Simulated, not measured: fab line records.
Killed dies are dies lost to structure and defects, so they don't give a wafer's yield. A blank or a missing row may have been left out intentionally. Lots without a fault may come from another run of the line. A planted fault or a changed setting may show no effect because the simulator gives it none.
Problem report, 8D (eight disciplines) form, completed by code || flow sky130 || the parts of the form that need people (team, actions taken, sign-off) are left out

## 1. WHAT IS WRONG
rfFwdPowerW at SKY_VIA2_ETCH_15 reads a mean of 1248 W on 6 wafers of 2 lots; wafers without a fault read 1491 W with a standard deviation of 6.2. That is -39 standard deviations from the usual mean.
The step: etches SiO2 in C4F8/O2/Ar, stops on TiN, target depth 546 nm, time 84 s.
Seen first at day 41 00:05 on rieDiel-03, wafer L627.2. Wafers with a number at this step in the record: 18, from 6 lots. Rule for "out", or "out of limits": more than 4 standard deviations from the usual mean. The rest of the wafers with a number are treated as sound.

## 2. WHAT THIS IS AND IS NOT
{"question": "which readings at this step", "is": "rfFwdPowerW", "is not": "biasW"}
{"question": "which lots", "is": "L627, L632", "is not": "L616, L621, L628, L634"}
{"question": "which wafers of those lots", "is": "all that have a number", "is not": "-"}
{"question": "read on which tools", "is": "rieDiel-03", "is not": "rieDiel-01, rieDiel-04"}
{"question": "when", "is": "from day 41 00:05", "is not": "up to then (9 sound wafers); but 3 sound wafers of L634 came after"}

## 3. SUSPECTS, AND WHAT RULES EACH OUT
Counting: any tool at a process step up to the reading is kept as a suspect provided that every lot that is out went through it and no sound lot did after the first of them.
- rieDiel-03 at SKY_VIA2_ETCH_14 (etches BARC in N2/H2, stops on SiO2, time 45.9 s, target depth 60 nm): kept. It processed each lot that is out, first L627 at day 41 00:02, and no sound lot thereafter; up to then, the last sound lot it processed was L616 at day 37 06:17.
- rieDiel-03 at SKY_VIA2_ETCH_15 (etches SiO2 in C4F8/O2/Ar, stops on TiN, target depth 546 nm, time 84 s): kept. It processed each lot that is out, first L627 at day 41 00:05, and no sound lot thereafter; up to then, the last sound lot it processed was L616 at day 37 06:20. On those wafers its own readings are out: rfFwdPowerW.
After counting, rieDiel-03 at SKY_VIA2_ETCH_14 and rieDiel-03 at SKY_VIA2_ETCH_15 remain.

## 4. THE CAUSE (what the simulator had put in)
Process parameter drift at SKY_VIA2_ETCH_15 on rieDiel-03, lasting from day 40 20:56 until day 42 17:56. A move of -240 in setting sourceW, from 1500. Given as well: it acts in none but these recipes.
After counting, 2 suspects remain, this tool included.

## 5. THE EFFECT CHAIN, in route order
Each row: a reading where the mean over the struck wafers with a number is more than 3 standard deviations away from the usual. Scope: only readings with a usual standard deviation given in the record; hours: median across lots of the time from each lot's start at the first step in this table that gives one to its start at this step; sigmas: change in usual standard deviations.
{"hours": 0, "step": "SKY_VIA2_ETCH_15", "reading": "rfFwdPowerW", "usual": "1491 W", "on struck wafers": 1248, "change": -243, "sigmas": -39}
Process steps it contains:
- SKY_VIA2_ETCH_15: etches SiO2 in C4F8/O2/Ar, stops on TiN, target depth 546 nm, time 84 s.

## 6. HOW IT WOULD HAVE BEEN CAUGHT EARLIER
First out-of-limits reading in this record: day 41 00:05, which is 3 hours after fault onset at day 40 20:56.
